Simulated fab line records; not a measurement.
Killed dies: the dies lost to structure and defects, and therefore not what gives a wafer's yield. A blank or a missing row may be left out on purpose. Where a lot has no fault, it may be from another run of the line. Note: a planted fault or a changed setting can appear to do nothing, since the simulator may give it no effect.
Shared-tool check | flow gf180mcu | 15 lots, 45 wafers sampled

== WHY IT WAS OPENED ==
GF_HV_LDD_TW_MEAS_50, reading HV_LDD_4_TW: flagged on 3 of 15 lots. Wafers without a fault read 570, standard deviation 4.2.
Rule: a lot gets a flag if all its wafers with a number sit over 4 standard deviations from that mean, or if no wafer of it has a number. As for the other lots, they are considered sound.

lot  | measured     | on            | HV_LDD_4_TW, wafer by wafer | flag
L143 | day 12 21:47 | film metro-01 | 569 571 566                 |
L144 | day 13 00:50 | film metro-03 | 564 567 565                 |
L145 | day 13 11:09 | film metro-03 | 568 567 567                 |
L149 | day 14 14:08 | film metro-03 | 570 568 569                 |
L152 | day 15 11:31 | film metro-01 | 30 30 30                    | FLAGGED
L153 | day 15 11:43 | film metro-02 | 30 30 30                    | FLAGGED
L154 | day 16 03:52 | film metro-01 | 29 29 30                    | FLAGGED
L157 | day 16 20:59 | film metro-01 | 560 565 565                 |
L158 | day 17 12:05 | film metro-02 | 576 577 572                 |
L159 | day 17 19:16 | film metro-02 | 578 573 571                 |
L160 | day 18 02:48 | film metro-02 | 572 572 573                 |
L162 | day 19 01:08 | film metro-03 | 571 569 567                 |
L164 | day 19 08:40 | film metro-01 | 568 568 569                 |
L165 | day 19 15:23 | film metro-01 | 567 567 569                 |
L166 | day 20 02:29 | film metro-01 | 567 567 565                 |
The numbers of the flagged lots are 30 on average: -540 against the usual, or -99 or more standard deviations.

== LOT BY LOT: THE TOOL USED ==
Before the reading, the record contains 2 process steps out of a 602-step route. Read each cell as the tool, then ch plus the chambers that the sampled wafers visited, then the start.
lot  | flag    | GF_HV_LDD_STRIP_10                   | GF_HV_LDD_IMPLANT_48
L143 |         | plasma asher-04 ch 0,1, day 10 13:10 | implanter-02 ch 0, day 12 21:32
L144 |         | plasma asher-04 ch 0,1, day 10 14:07 | implanter-03 ch 0, day 13 00:35
L145 |         | plasma asher-02 ch 0,1, day 11 01:13 | implanter-03 ch 0, day 13 10:55
L149 |         | plasma asher-02 ch 0,1, day 12 02:46 | implanter-03 ch 0, day 14 13:56
L152 | FLAGGED | plasma asher-04 ch 0, day 12 22:25   | implanter-02, day 15 11:17
L153 | FLAGGED | plasma asher-03 ch 0,1, day 12 23:17 | implanter-03, day 15 11:28
L154 | FLAGGED | plasma asher-04 ch 0,1, day 13 13:10 | implanter-03, day 16 03:38
L157 |         | plasma asher-03 ch 0,1, day 14 05:37 | implanter-03 ch 0, day 16 20:46
L158 |         | plasma asher-02 ch 0,1, day 14 17:58 | implanter-02 ch 0, day 17 11:50
L159 |         | plasma asher-03 ch 0,1, day 15 00:53 | implanter-03 ch 0, day 17 19:01
L160 |         | plasma asher-03 ch 0,1, day 15 08:07 | implanter-04 ch 0, day 18 02:35
L162 |         | plasma asher-03 ch 0,1, day 16 03:05 | implanter-04 ch 0, day 19 00:53
L164 |         | plasma asher-03 ch 0,1, day 16 08:50 | implanter-02 ch 0, day 19 08:25
L165 |         | plasma asher-03 ch 0,1, day 16 15:59 | implanter-04 ch 0, day 19 15:08
L166 |         | plasma asher-03 ch 1, day 17 02:19   | implanter-03 ch 0, day 20 02:14
What the steps here do:
- GF_HV_LDD_STRIP_10: strips in O2/N2.
- GF_HV_LDD_IMPLANT_48
- GF_HV_LDD_TW_MEAS_50

== FLAGGED AGAINST TOTAL, ONE TOOL AT A TIME (gauges that did the reading follow at the end) ==
step                 | tool            | lots run | flagged | share of the flagged lots | sound lots run after its first flagged lot
GF_HV_LDD_STRIP_10   | plasma asher-02 | 3        | 0       | none                      | -
GF_HV_LDD_STRIP_10   | plasma asher-03 | 8        | 1       | some                      | 7 (L157,L159,L160,L162,L164,L165,L166)
GF_HV_LDD_STRIP_10   | plasma asher-04 | 4        | 2       | some                      | 0
GF_HV_LDD_IMPLANT_48 | implanter-02    | 4        | 1       | some                      | 2 (L158,L164)
GF_HV_LDD_IMPLANT_48 | implanter-03    | 8        | 2       | some                      | 3 (L157,L159,L166)
GF_HV_LDD_IMPLANT_48 | implanter-04    | 3        | 0       | none                      | -
GF_HV_LDD_TW_MEAS_50 | film metro-01   | 7        | 2       | some                      | 4 (L157,L164,L165,L166)
GF_HV_LDD_TW_MEAS_50 | film metro-02   | 4        | 1       | some                      | 3 (L158,L159,L160)
GF_HV_LDD_TW_MEAS_50 | film metro-03   | 4        | 0       | none                      | -

== WHAT THE TABLE PERMITS ==
No row of the table ran every flagged lot.

== WHAT THE SIMULATOR HAD INSERTED ==
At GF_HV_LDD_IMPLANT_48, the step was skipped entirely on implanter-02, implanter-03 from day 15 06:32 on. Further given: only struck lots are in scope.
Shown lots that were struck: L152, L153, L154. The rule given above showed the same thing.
